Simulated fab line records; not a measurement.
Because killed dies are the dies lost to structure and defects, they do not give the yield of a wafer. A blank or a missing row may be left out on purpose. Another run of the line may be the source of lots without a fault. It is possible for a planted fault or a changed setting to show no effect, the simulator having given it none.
fab line records -- flow gf180mcu
record lots=14, wafers=40, last_day=34
route steps=602 shown V2@403 V3@433
lots with no fault: from the same line, run without faults
start_h: hours from the record's opening day to when the first of the lot's shown wafers began -- wait_h: time in hours since the lot's previous step -- " same as the row above -- L1.1+2: several wafers, shown together as one row -- - either no value or no given start -- * or withheld: withheld -- < > ~ a bound
route shown NAME@n: names a module that has steps shown in the file, with the first one's number in the route -- usual: mean and standard deviation over wafers with no fault -- same: alike in all rows -- chamber/n: place in a boat -- sites: readings site by site -- _std_site: the values' standard deviation -- _edge_site: mean of outer sites minus mean of inner sites -- radius_mm: for every site, how far away it sits from the centre of the wafer -- mask NAME#n: copy n -- behind: the tool/chamber that last shaped the wafer -- hold: why the lot went on hold/how many hours it stayed there/how the hold came to an end -- device: transistor that didn't switch, given as n, p or np -- end of line: the route-end tests of the same wafers -- step lacking rows: just its recipe -- killed: not the wafer's yield, but the dies lost to structure and defects at the first sort -- map: per-die view of a wafer (x killed, . not killed, _ where there is no die)
set.NAME: setting as actually run; set.NAME@STEP: the setting as run at that earlier step -- model.NAME: the simulator's own value behind a step, which no gauge read
a sample of lots followed through the steps of the route, with each step as a table and each wafer as a row
services: the hour from which a tool's chamber was out of use, counted from the record's first day as start_h (under 0 if before that day), plus the number of hours and why
## steps
# step GF_V2_SPUTTER_21
# recipe material=Ti, target_thk_nm=15, chamber_pressure_pa=5, power_w=2500, substrate_temp_c=200, time_s=80.02
# usual throttle_valve_pct=29.8/1
lot.wafer,tool,chamber,start_h,wait_h,throttle_valve_pct
L558.2,pvd_sputter-04,-,458.86,0.0,29.1
L558.5,pvd_sputter-04,-,458.86,0.0,31.2
L558.6,pvd_sputter-04,-,458.86,0.0,29.1
L560.1,pvd_sputter-02,-,481.76,0.0,28.6
L560.3,pvd_sputter-02,-,481.76,0.0,31.2
L560.6,pvd_sputter-02,-,481.76,0.0,28.5
L561.1,pvd_sputter-04,-,486.14,0.0,29.0
L561.5,pvd_sputter-04,-,486.14,0.0,29.3
L561.6,pvd_sputter-04,-,486.14,0.0,31.2
L562.1,pvd_sputter-02,-,498.98,0.0,29.8
L562.3,pvd_sputter-02,-,498.98,0.0,31.3
L562.4,pvd_sputter-02,-,498.98,0.0,28.4
L563.1,pvd_sputter-04,-,509.53,0.0,29.9
L563.3,pvd_sputter-04,-,509.53,0.0,31.3
L563.5,pvd_sputter-04,-,509.53,0.0,28.9
L564.1,pvd_sputter-01,-,518.27,0.0,28.8
L564.3,pvd_sputter-01,-,518.27,0.0,30.0
L564.6,pvd_sputter-01,-,518.27,0.0,31.4
L566.1,pvd_sputter-04,-,535.53,0.0,29.2
L566.3,pvd_sputter-04,-,535.53,0.0,29.9
L566.4,pvd_sputter-04,-,535.53,0.0,31.2
L567.1,pvd_sputter-01,-,546.04,0.0,30.2
L567.4,pvd_sputter-01,-,546.04,0.0,30.9
L567.6,pvd_sputter-01,-,546.04,0.0,30.1
L568.2,pvd_sputter-01,-,553.23,0.0,28.6
L568.3,pvd_sputter-01,-,553.23,0.0,30.0
L568.4,pvd_sputter-01,-,553.23,0.0,31.4
L569.2,pvd_sputter-04,-,558.97,0.0,31.5
L569.3,pvd_sputter-04,-,558.97,0.0,28.9
L569.4,pvd_sputter-04,-,558.97,0.0,29.6
L570.1,pvd_sputter-04,-,565.60,0.0,29.0
L570.4,pvd_sputter-04,-,565.60,0.0,29.6
L570.5,pvd_sputter-04,-,565.60,0.0,31.2
L577.2,pvd_sputter-01,-,631.63,0.0,29.8
L577.6,pvd_sputter-01,-,631.63,0.0,31.3
L578.2,pvd_sputter-02,-,634.39,0.0,28.5
L578.6,pvd_sputter-02,-,634.39,0.0,28.9
L581.2,pvd_sputter-01,-,651.46,0.0,30.1
L581.3,pvd_sputter-01,-,651.46,0.0,29.9
L581.6,pvd_sputter-01,-,651.46,0.0,29.8
# step GF_V3_CMP_04
# recipe material=SiO2, down_force_psi=4, platen_rpm=60, pad_velocity_m_s=0.94248
# usual motor_current_A=11.6/1.4, time_to_endpoint_s=79/5.4
lot.wafer,tool,chamber,start_h,wait_h,motor_current_A,time_to_endpoint_s
L558.2,cmp-02,0,484.82,0.1,12.4,73
L558.5,cmp-02,2,484.82,0.1,10.9,84
L558.6,cmp-02,3,484.82,0.1,11.0,80
L560.1,cmp-01,3,507.62,0.1,13.9,72
L560.3,cmp-01,0,507.62,0.1,10.8,67
L560.6,cmp-01,2,507.62,0.1,13.1,75
L561.1,cmp-01,1,511.80,0.1,13.1,68
L561.5,cmp-01,1,511.80,0.1,11.5,76
L561.6,cmp-01,2,511.80,0.1,11.6,80
L562.4,cmp-01,0,523.59,0.0,11.6,81
L562.3,cmp-01,1,523.59,0.0,12.5,76
L562.1,cmp-01,3,523.59,0.0,13.8,83
L563.1,cmp-01,3,535.42,1.5,14.5,84
L563.3,cmp-01,0,535.42,1.5,11.2,76
L563.5,cmp-01,3,535.42,1.5,13.9,85
L564.1,cmp-02,3,542.81,0.1,10.4,83
L564.3,cmp-02,1,542.81,0.1,9.4,84
L564.6,cmp-02,3,542.81,0.1,11.2,92
L566.1,cmp-01,3,560.21,0.1,13.1,78
L566.3,cmp-01,1,560.21,0.1,11.8,79
L566.4,cmp-01,2,560.21,0.1,12.6,83
L567.4,cmp-02,3,570.03,0.1,10.6,82
L567.1,cmp-02,0,570.03,0.1,12.0,76
L567.6,cmp-02,2,570.03,0.1,10.6,81
L568.4,cmp-02,0,577.13,0.0,12.7,81
L568.2,cmp-02,1,577.13,0.0,8.9,79
L568.3,cmp-02,3,577.13,0.0,11.0,78
L569.2,cmp-01,3,582.03,0.0,14.3,82
L569.3,cmp-01,1,582.03,0.0,11.7,78
L569.4,cmp-01,2,582.03,0.0,12.5,81
L570.1,cmp-02,0,588.72,0.1,12.7,74
L570.4,cmp-02,1,588.72,0.1,9.2,76
L570.5,cmp-02,3,588.72,0.1,11.0,79
L577.2,cmp-01,3,654.21,0.2,13.9,60
L577.6,cmp-01,1,654.21,0.2,12.3,82
L578.2,cmp-01,1,656.05,0.1,12.7,51
L578.6,cmp-01,0,656.05,0.1,11.6,80
L581.3,cmp-02,1,672.72,0.0,9.4,72
L581.2,cmp-02,3,672.72,0.0,10.7,69
L581.6,cmp-02,1,672.72,0.0,9.5,74
# step GF_V3_BOW_MEAS_05
# recipe mode=bow
# usual V3_BOW=119/7.5
lot.wafer,tool,chamber,start_h,wait_h,V3_BOW[um]
L558.2,film_metro-01,-,485.04,0.2,122
L558.5,film_metro-01,-,485.04,0.2,120
L558.6,film_metro-01,-,485.04,0.2,110
L560.1,film_metro-01,-,507.87,0.2,113
L560.3,film_metro-01,-,507.87,0.2,117
L560.6,film_metro-01,-,507.87,0.2,118
L561.1,film_metro-03,-,512.10,0.2,123
L561.5,film_metro-03,-,512.10,0.2,109
L561.6,film_metro-03,-,512.10,0.2,114
L562.1,film_metro-02,-,523.89,0.1,114
L562.3,film_metro-02,-,523.89,0.1,126
L562.4,film_metro-02,-,523.89,0.1,112
L563.1,film_metro-03,-,535.72,0.2,118
L563.3,film_metro-03,-,535.72,0.2,123
L563.5,film_metro-03,-,535.72,0.2,105
L564.1,film_metro-01,-,543.11,0.2,118
L564.3,film_metro-01,-,543.11,0.2,122
L564.6,film_metro-01,-,543.11,0.2,116
L566.1,film_metro-03,-,560.51,0.2,110
L566.3,film_metro-03,-,560.51,0.2,111
L566.4,film_metro-03,-,560.51,0.2,116
L567.1,film_metro-01,-,570.23,0.1,118
L567.4,film_metro-01,-,570.23,0.1,114
L567.6,film_metro-01,-,570.23,0.1,101
L568.2,film_metro-01,-,577.45,0.2,115
L568.3,film_metro-01,-,577.45,0.2,112
L568.4,film_metro-01,-,577.45,0.2,110
L569.2,film_metro-03,-,582.35,0.3,119
L569.3,film_metro-03,-,582.35,0.3,118
L569.4,film_metro-03,-,582.35,0.3,127
L570.1,film_metro-02,-,588.97,0.2,129
L570.4,film_metro-02,-,588.97,0.2,103
L570.5,film_metro-02,-,588.97,0.2,107
L577.2,film_metro-03,-,654.38,0.1,119
L577.6,film_metro-03,-,654.38,0.1,120
L578.2,film_metro-02,-,656.32,0.2,125
L578.6,film_metro-02,-,656.32,0.2,124
L581.2,film_metro-01,-,673.04,0.2,123
L581.3,film_metro-01,-,673.04,0.2,112
L581.6,film_metro-01,-,673.04,0.2,122
# step GF_V3_ETCH_17
# recipe chemistry=C4F8/O2/Ar, mask_material=KrF, target=SiO2, stop_on=TiN, source_w=1500, bias_w=1200, pressure_mtorr=40, c4f8_flow_sccm=withheld, O2_flow_sccm=6, Ar_flow_sccm=300, time_s=withheld, target_depth_a=6350
# usual chamber_pressure_mTorr=40.00/0.038, oes_product_au=0.856/0.0039, rf_fwd_power_W=1493/5.1
lot.wafer,tool,chamber,start_h,wait_h,chamber_pressure_mTorr,oes_product_au,rf_fwd_power_W
L558.2,rie_diel-02,0,-,-,40.04,0.853,1495
L558.5,rie_diel-02,0,-,-,39.93,0.859,1491
L558.6,rie_diel-02,1,-,-,40.00,0.857,1492
L560.1,rie_diel-04,1,-,-,40.08,0.856,1493
L560.3,rie_diel-04,0,-,-,40.00,0.867,1482
L560.6,rie_diel-04,0,-,-,39.99,0.854,1493
L561.1,rie_diel-01,0,-,-,39.98,0.858,1491
L561.5,rie_diel-01,0,-,-,40.03,0.855,1492
L561.6,rie_diel-01,3,-,-,40.04,0.852,1498
L562.1,rie_diel-02,0,-,-,39.97,0.862,1489
L562.3,rie_diel-02,1,-,-,39.97,0.853,1493
L562.4,rie_diel-02,2,-,-,40.03,0.861,1492
L563.1,rie_diel-02,1,-,-,40.04,0.859,1489
L563.3,rie_diel-02,3,-,-,39.91,0.863,1495
L563.5,rie_diel-02,3,-,-,40.03,0.859,1500
L564.1,rie_diel-02,0,-,-,40.01,0.852,1496
L564.3,rie_diel-02,2,-,-,40.02,0.855,1490
L564.6,rie_diel-02,2,-,-,40.02,0.855,1501
L566.1,rie_diel-02,2,-,-,40.01,0.852,1486
L566.3,rie_diel-02,0,-,-,40.04,0.857,1492
L566.4,rie_diel-02,1,-,-,40.06,0.849,1489
L567.1,rie_diel-02,3,-,-,39.98,0.858,1499
L567.4,rie_diel-02,1,-,-,39.95,0.862,1496
L567.6,rie_diel-02,3,-,-,40.01,0.854,1502
L568.2,rie_diel-04,1,-,-,39.98,0.860,1496
L568.3,rie_diel-04,2,-,-,40.08,0.853,1490
L568.4,rie_diel-04,0,-,-,40.01,0.862,1493
L569.2,rie_diel-02,0,-,-,39.97,0.856,1499
L569.3,rie_diel-02,3,-,-,39.93,0.855,1498
L569.4,rie_diel-02,2,-,-,39.99,0.858,1481
L570.1,rie_diel-01,3,-,-,39.94,0.855,1496
L570.4,rie_diel-01,2,-,-,40.03,0.855,1491
L570.5,rie_diel-01,3,-,-,40.05,0.851,1497
L577.2,rie_diel-01,0,-,-,39.98,0.904,1500
L577.6,rie_diel-01,1,-,-,40.02,0.856,1489
L578.2,rie_diel-04,3,-,-,40.06,0.903,1495
L578.6,rie_diel-04,2,-,-,40.01,0.852,1492
L581.2,rie_diel-04,2,-,-,39.96,0.854,1494
L581.3,rie_diel-04,3,-,-,40.05,0.854,1492
L581.6,rie_diel-04,2,-,-,39.99,0.855,1499
# step GF_V3_STRIP_18
# recipe chemistry=O2/N2, power_w=1400, pressure_mtorr=1500, platen_temp_c=250, o2_flow_sccm=3000, n2_flow_sccm=300, overash_fraction=0.5
# usual chamber_pressure_mTorr=1499.9/1.3, drypump_motor_current_A=5.7/0.5, heater_power_w=296/13, oes_product_au=0.592/0.0048
lot.wafer,tool,chamber,start_h,wait_h,chamber_pressure_mTorr,drypump_motor_current_A,heater_power_w,oes_product_au,rf_hours_counter_h
L558.2,plasma_asher-02,0,508.52,-,1499.1,6.3,304,0.598,41
L558.5,plasma_asher-02,1,508.52,-,1499.6,5.5,303,0.594,-
L558.6,plasma_asher-02,0,508.52,-,1500.7,6.2,313,0.590,-
L560.1,plasma_asher-01,0,530.91,-,1499.1,5.6,271,0.593,10
L560.3,plasma_asher-01,0,530.91,-,1499.0,5.5,267,0.583,-
L560.6,plasma_asher-01,1,530.91,-,1498.5,4.9,286,0.589,-
L561.1,plasma_asher-02,1,534.82,-,1496.5,5.5,293,0.600,43
L561.5,plasma_asher-02,0,534.82,-,1500.1,6.3,303,0.585,-
L561.6,plasma_asher-02,1,534.82,-,1501.5,5.5,299,0.589,-
L562.1,plasma_asher-01,0,546.14,-,1501.5,5.5,273,0.594,12
L562.3,plasma_asher-01,1,546.14,-,1498.9,4.9,288,0.604,-
L562.4,plasma_asher-01,0,546.14,-,1501.2,5.5,269,0.592,-
L563.1,plasma_asher-02,1,558.04,-,1500.2,5.6,298,0.595,46
L563.3,plasma_asher-02,1,558.04,-,1499.4,5.5,295,0.593,-
L563.5,plasma_asher-02,0,558.04,-,1500.1,6.2,307,0.593,-
L564.1,plasma_asher-01,0,565.49,-,1499.5,5.6,266,0.591,14
L564.3,plasma_asher-01,1,565.49,-,1499.4,4.9,290,0.595,-
L564.6,plasma_asher-01,1,565.49,-,1500.8,4.9,283,0.595,-
L566.1,plasma_asher-04,0,582.33,-,1500.6,6.5,301,0.603,74
L566.3,plasma_asher-04,0,582.33,-,1501.3,6.5,297,0.582,-
L566.4,plasma_asher-04,1,582.33,-,1500.9,5.4,293,0.593,-
L567.1,plasma_asher-01,1,591.79,-,1499.8,4.9,291,0.590,17
L567.4,plasma_asher-01,0,591.79,-,1500.6,5.5,264,0.597,-
L567.6,plasma_asher-01,1,591.79,-,1499.0,4.9,295,0.596,-
L568.2,plasma_asher-02,1,598.96,-,1497.2,5.5,300,0.586,51
L568.3,plasma_asher-02,0,598.96,-,1499.2,6.3,306,0.587,-
L568.4,plasma_asher-02,1,598.96,-,1498.6,5.5,302,0.590,-
L569.2,plasma_asher-04,0,603.79,-,1501.9,6.5,296,0.592,76
L569.3,plasma_asher-04,1,603.79,-,1499.3,5.4,283,0.585,-
L569.4,plasma_asher-04,0,603.79,-,1498.6,6.5,303,0.595,-
L570.1,plasma_asher-04,1,609.89,-,1499.8,5.4,289,0.600,77
L570.4,plasma_asher-04,1,609.89,-,1497.1,5.4,284,0.591,-
L570.5,plasma_asher-04,0,609.89,-,1498.7,6.5,301,0.608,-
L577.2,plasma_asher-01,0,673.84,-,1500.9,5.6,272,0.594,25
L577.6,plasma_asher-01,1,673.84,-,1498.8,4.9,287,0.595,-
L578.2,plasma_asher-02,0,675.77,-,1500.8,6.2,312,0.590,58
L578.6,plasma_asher-02,1,675.77,-,1500.7,5.5,298,0.585,-
L581.2,plasma_asher-02,0,691.59,-,1499.0,6.3,307,0.595,60
L581.3,plasma_asher-02,1,691.59,-,1498.6,5.5,304,0.593,-
L581.6,plasma_asher-02,0,691.59,-,1499.3,6.3,313,0.595,-
## services
tool,chamber,start_h,hours,kind
pvd_sputter-01,-,473.34,8.7,repair
cmp-01,-,486.87,0.6,repair
plasma_asher-02,-,491.69,3.9,repair
cmp-02,-,520.70,6.5,pm
cmp-02,-,527.49,10.8,pm
cmp-02,-,538.98,1.6,repair
cmp-01,-,540.60,4.4,pm
pvd_sputter-04,-,556.05,2.8,repair
rie_diel-02,0,556.39,5.3,repair
cmp-02,-,572.25,4.0,pm
cmp-02,-,590.29,1.5,repair
pvd_sputter-01,-,594.80,1.5,repair
pvd_sputter-04,-,595.08,6.9,repair
cmp-01,-,597.85,6.1,pm
plasma_asher-02,-,602.35,11.4,repair
pvd_sputter-01,-,603.62,1.2,repair
rie_diel-02,3,620.33,8.1,repair
cmp-02,-,620.96,1.1,repair
cmp-01,-,635.94,0.5,repair
plasma_asher-01,-,650.32,5.0,repair
pvd_sputter-04,-,652.13,1.0,repair
rie_diel-02,2,652.52,7.8,repair
cmp-02,-,655.86,0.8,repair
rie_diel-02,-,659.01,0.4,repair
## key
first_sign step=GF_V3_CMP_04, reading=time_to_endpoint_s, direction=down, sigmas=4.3, usual=*, struck=*
effect step=GF_V3_ETCH_17, reading=oes_product_au, direction=up, sigmas=12, usual=0.856, struck=0.903
met_at GF_V3_CMP_04
struck_lots L577,L578
struck_wafers L577.2,L578.2
sort_left_out L577.2
not_acting_at GF_V2_SPUTTER_21,GF_V3_BOW_MEAS_05,GF_V3_STRIP_18
onset_between 582.03 654.21
fault kind=process_parameter_drift, tool=cmp-01, chamber=-, onset_h=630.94, steps=GF_V3_CMP_04, channel=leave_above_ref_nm, offset=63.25, shape=step, end_h=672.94, scope=struck_wafers_only, acts_in=these_recipes_only, stated=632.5
# sort_left_out: the simulated sort isn't trusted on such a fault, so these wafers' sort isn't shown, and their yield isn't known
